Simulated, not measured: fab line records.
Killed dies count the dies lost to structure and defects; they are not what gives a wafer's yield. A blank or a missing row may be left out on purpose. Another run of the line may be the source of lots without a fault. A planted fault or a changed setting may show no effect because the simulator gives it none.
Which tool is to blame? :: flow gf180mcu :: 13 lots with 39 wafers sampled at 3 steps, on a route of 602 steps

WHAT THE GAUGES SHOWED, per wafer
GF_V4_THK_MEAS_25: measures by xrf. Usual: V4_W_THK typically reads 354 nm, with standard deviation 4.9.
lot: L575
measured: day 24 09:25
on: film_metro-01
V4_W_THK (nm): 360 352 363
flag: 

lot: L576
measured: day 24 19:18
on: film_metro-03
V4_W_THK (nm): 348 347 345
flag: 

lot: L578
measured: day 25 12:24
on: film_metro-03
V4_W_THK (nm): 353 361 365
flag: 

lot: L579
measured: day 26 03:10
on: film_metro-03
V4_W_THK (nm): 343 350 339
flag: 

lot: L580
measured: day 26 12:10
on: film_metro-01
V4_W_THK (nm): 361 357 368
flag: 

lot: L585
measured: day 27 22:04
on: film_metro-04
V4_W_THK (nm): 355 362 353
flag: 

lot: L587
measured: day 28 16:50
on: film_metro-01
V4_W_THK (nm): 353 354 358
flag: 

lot: L588
measured: day 28 20:09
on: film_metro-03
V4_W_THK (nm): 344 354 350
flag: 

lot: L591
measured: day 29 16:27
on: film_metro-03
V4_W_THK (nm): 354 354 355
flag: 

lot: L592
measured: day 29 19:00
on: film_metro-01
V4_W_THK (nm): 353 361 353
flag: 

lot: L593
measured: day 30 16:16
on: film_metro-04
V4_W_THK (nm): 351 354 349
flag: 

lot: L596
measured: day 30 22:05
on: film_metro-04
V4_W_THK (nm): 354 351 353
flag: 

lot: L598
measured: day 31 10:47
on: film_metro-03
V4_W_THK (nm): 353 350 357
flag: 

WHAT TOOL EACH LOT RAN ON (gives the tool, then ch and the chambers of the sampled wafers, and finally the start)
lot: L575
GF_M1_SPUTTER_00: pvd_sputter-02, day 16 01:36
GF_V4_ETCH_17: rie_diel-02 ch 0,3, day 24 09:25 or earlier

lot: L576
GF_M1_SPUTTER_00: pvd_sputter-02, day 16 14:44
GF_V4_ETCH_17: rie_diel-02 ch 1,2, day 24 19:18 or earlier

lot: L578
GF_M1_SPUTTER_00: pvd_sputter-02, day 17 05:13
GF_V4_ETCH_17: rie_diel-01 ch 1,2, day 25 12:24 or earlier

lot: L579
GF_M1_SPUTTER_00: pvd_sputter-01, day 17 20:50
GF_V4_ETCH_17: rie_diel-01 ch 0,1,3, day 26 03:10 or earlier

lot: L580
GF_M1_SPUTTER_00: pvd_sputter-03, day 18 07:52
GF_V4_ETCH_17: rie_diel-01 ch 1,2, day 26 12:10 or earlier

lot: L585
GF_M1_SPUTTER_00: pvd_sputter-01, day 19 22:47
GF_V4_ETCH_17: rie_diel-01 ch 1,3, day 27 22:04 or earlier

lot: L587
GF_M1_SPUTTER_00: pvd_sputter-01, day 20 21:05
GF_V4_ETCH_17: rie_diel-02 ch 0,2, day 28 16:50 or earlier

lot: L588
GF_M1_SPUTTER_00: pvd_sputter-01, day 21 01:55
GF_V4_ETCH_17: rie_diel-01 ch 0,1, day 28 20:09 or earlier

lot: L591
GF_M1_SPUTTER_00: pvd_sputter-03, day 22 01:24
GF_V4_ETCH_17: rie_diel-02 ch 0,2,3, day 29 16:27 or earlier

lot: L592
GF_M1_SPUTTER_00: pvd_sputter-02, day 22 07:25
GF_V4_ETCH_17: rie_diel-01 ch 1,2, day 29 19:00 or earlier

lot: L593
GF_M1_SPUTTER_00: pvd_sputter-02, day 22 16:21
GF_V4_ETCH_17: rie_diel-04 ch 0,1,3, day 30 16:16 or earlier

lot: L596
GF_M1_SPUTTER_00: pvd_sputter-03, day 23 14:38
GF_V4_ETCH_17: rie_diel-04 ch 0,3, day 30 22:05 or earlier

lot: L598
GF_M1_SPUTTER_00: pvd_sputter-02, day 24 08:12
GF_V4_ETCH_17: rie_diel-01 ch 1,2,3, day 31 10:47 or earlier
- GF_M1_SPUTTER_00: material Ti, target thk 37.5 nm, time 150 s.
- GF_V4_ETCH_17: etches SiO2 in C4F8/O2/Ar, stops on TiN, target depth 630 nm.

WHAT THE TOOLS THEMSELVES READ (means of the sampled wafers that have a number; where no wafer has one, the mark that the record gives instead)
GF_M1_SPUTTER_00. Usual: chamber_pressure_pa 2.000 Pa, standard deviation 0.0039; throttle_valve_pct 30.4 %, standard deviation 0.83.
lot: L575
tool: pvd_sputter-02
chamber_pressure_pa (Pa): 2.008
throttle_valve_pct (%): 30.6
flag: 

lot: L576
tool: pvd_sputter-02
chamber_pressure_pa (Pa): 2.003
throttle_valve_pct (%): 31.0
flag: 

lot: L578
tool: pvd_sputter-02
chamber_pressure_pa (Pa): 2.000
throttle_valve_pct (%): 30.9
flag: 

lot: L579
tool: pvd_sputter-01
chamber_pressure_pa (Pa): 1.999
throttle_valve_pct (%): 30.7
flag: 

lot: L580
tool: pvd_sputter-03
chamber_pressure_pa (Pa): 2.002
throttle_valve_pct (%): 29.5
flag: 

lot: L585
tool: pvd_sputter-01
chamber_pressure_pa (Pa): 1.994
throttle_valve_pct (%): 31.5
flag: 

lot: L587
tool: pvd_sputter-01
chamber_pressure_pa (Pa): 1.999
throttle_valve_pct (%): 31.0
flag: 

lot: L588
tool: pvd_sputter-01
chamber_pressure_pa (Pa): 2.001
throttle_valve_pct (%): 30.8
flag: 

lot: L591
tool: pvd_sputter-03
chamber_pressure_pa (Pa): 2.004
throttle_valve_pct (%): 29.8
flag: 

lot: L592
tool: pvd_sputter-02
chamber_pressure_pa (Pa): 2.000
throttle_valve_pct (%): 30.9
flag: 

lot: L593
tool: pvd_sputter-02
chamber_pressure_pa (Pa): 2.003
throttle_valve_pct (%): 30.6
flag: 

lot: L596
tool: pvd_sputter-03
chamber_pressure_pa (Pa): 1.999
throttle_valve_pct (%): 29.6
flag: 

lot: L598
tool: pvd_sputter-02
chamber_pressure_pa (Pa): 1.998
throttle_valve_pct (%): 30.8
flag: 

GF_V4_ETCH_17. Usual: oes_product_au 0.856 a.u., standard deviation 0.0043.
lot: L575
tool: rie_diel-02
oes_product_au (a.u.): 0.853
flag: 

lot: L576
tool: rie_diel-02
oes_product_au (a.u.): 0.856
flag: 

lot: L578
tool: rie_diel-01
oes_product_au (a.u.): 0.857
flag: 

lot: L579
tool: rie_diel-01
oes_product_au (a.u.): 0.852
flag: 

lot: L580
tool: rie_diel-01
oes_product_au (a.u.): 0.857
flag: 

lot: L585
tool: rie_diel-01
oes_product_au (a.u.): 0.856
flag: 

lot: L587
tool: rie_diel-02
oes_product_au (a.u.): 0.857
flag: 

lot: L588
tool: rie_diel-01
oes_product_au (a.u.): 0.856
flag: 

lot: L591
tool: rie_diel-02
oes_product_au (a.u.): 0.855
flag: 

lot: L592
tool: rie_diel-01
oes_product_au (a.u.): 0.861
flag: 

lot: L593
tool: rie_diel-04
oes_product_au (a.u.): 0.859
flag: 

lot: L596
tool: rie_diel-04
oes_product_au (a.u.): 0.855
flag: 

lot: L598
tool: rie_diel-01
oes_product_au (a.u.): 0.855
flag: 

THE ANSWER, worked out from the rows above alone
Rule: lot off if the mean of its wafers having a number is beyond 3 standard deviations from the usual mean. A lot without any number at a reading at which 4 lots or more have one is off too. Any other lot the step has rows for is counted as sound. After the gauges, taken in route order, come the tools' own readings; for these a lot's mean is taken, as printed above. The first step at which some lot is off is used, and at that step the reading that is off furthest; a lot without a number counts as furthest.
No lot is off on any of the readings shown, so nothing can be concluded from this.

WHAT WAS PUT IN BY THE SIMULATOR
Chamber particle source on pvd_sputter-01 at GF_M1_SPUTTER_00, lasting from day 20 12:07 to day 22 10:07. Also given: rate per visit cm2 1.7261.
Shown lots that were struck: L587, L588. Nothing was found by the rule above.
